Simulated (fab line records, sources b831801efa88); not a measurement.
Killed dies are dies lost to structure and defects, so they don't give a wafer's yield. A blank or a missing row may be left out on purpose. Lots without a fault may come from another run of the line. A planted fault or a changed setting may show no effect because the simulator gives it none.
One fault seen from 2 desks | flow sky130 | each desk has only its own numbers; what lay behind them comes last

THE TOOL OWNER'S DESK: litho_track-02
The tool's own readings at SKY_RES_XHIGH_SOFTBAKE_03 (time 60 s): means of the sampled wafers that have a number, for each lot that ran on this tool. A lot is out of limits, marked OUT, if its mean lies more than 4 standard deviations from the usual mean; the brackets give that distance.
Columns: A = run_length_s at SKY_RES_XHIGH_SOFTBAKE_03, usual 89.00 s
lot  | first seen here | A
L181 | day 26 11:11    | 89.06
L182 | day 26 14:19    | 89.02
L183 | day 27 05:10    | 89.10
L186 | day 28 03:31    | 89.12
L196 | day 32 02:10    | 93.30 (+25) OUT
This desk's finding: out of limits on L196; first on L196, day 32 02:10 (run_length_s at SKY_RES_XHIGH_SOFTBAKE_03). In limits: L181, L182, L183, L186.

THE METROLOGY DESK
What the gauges read, lot by lot, whatever tool the lot ran on: means of the sampled wafers that have a number. A lot is out of limits, marked OUT, if its mean lies more than 4 standard deviations from the usual mean; the brackets give that distance.
Columns: A = LDD_HVP_OVL at SKY_LDD_HVP_OVL_MEAS_07, usual 0.3 nm; B = LDD_LDN_OVL at SKY_LDD_LDN_OVL_MEAS_07, usual 0.3 nm; C = cd_nm at SKY_POLY_CUT_CD_MEAS_08, usual 270.0 nm
lot  | first seen here | A    | B    | C
L181 | day 22 00:16    | -1.4 | -0.2 | 270.0
L182 | day 22 03:30    | -1.6 | 0.2  | 268.8
L183 | day 22 18:44    | -0.1 | 0.3  | 269.7
L185 | day 23 09:46    | 2.2  | 1.9  | 271.1
L186 | day 23 18:52    | -1.3 | -1.8 | 270.5
L188 | day 24 07:31    | 0.0  | -0.4 | 270.9
L190 | day 25 11:59    | -0.9 | -0.9 | 270.6
L196 | day 27 20:37    | 0.2  | 1.5  | 269.2
L198 | day 28 00:43    | -0.6 | -1.0 | 269.2
L199 | day 28 09:40    | 0.9  | 0.3  | 270.2
L203 | day 29 20:13    | -1.8 | -0.4 | 269.1
L201 | day 29 20:31    | 0.9  | 0.4  | 267.1
L202 | day 29 21:38    | -0.4 | -1.2 | 269.0
This desk's finding: nothing out of limits on any of the 13 lots.

PUT TOGETHER
The tool owner's desk could have raised an alarm at day 32 02:10, on L196.
The metrology desk saw nothing out of limits.
The metrology desk has L196 on record, within its limits.
Of the lots named, all ran SKY_RES_XHIGH_SOFTBAKE_03 on litho_track-02.

WHAT THE SIMULATOR HAD PUT IN
Process parameter drift: litho_track-02, from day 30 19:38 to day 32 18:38, at SKY_RES_XHIGH_SOFTBAKE_03. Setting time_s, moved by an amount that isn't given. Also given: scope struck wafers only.
Lots struck among those shown: L196.
Hours from the fault's start to each desk's first reading out of limits: the tool owner's desk, 31.
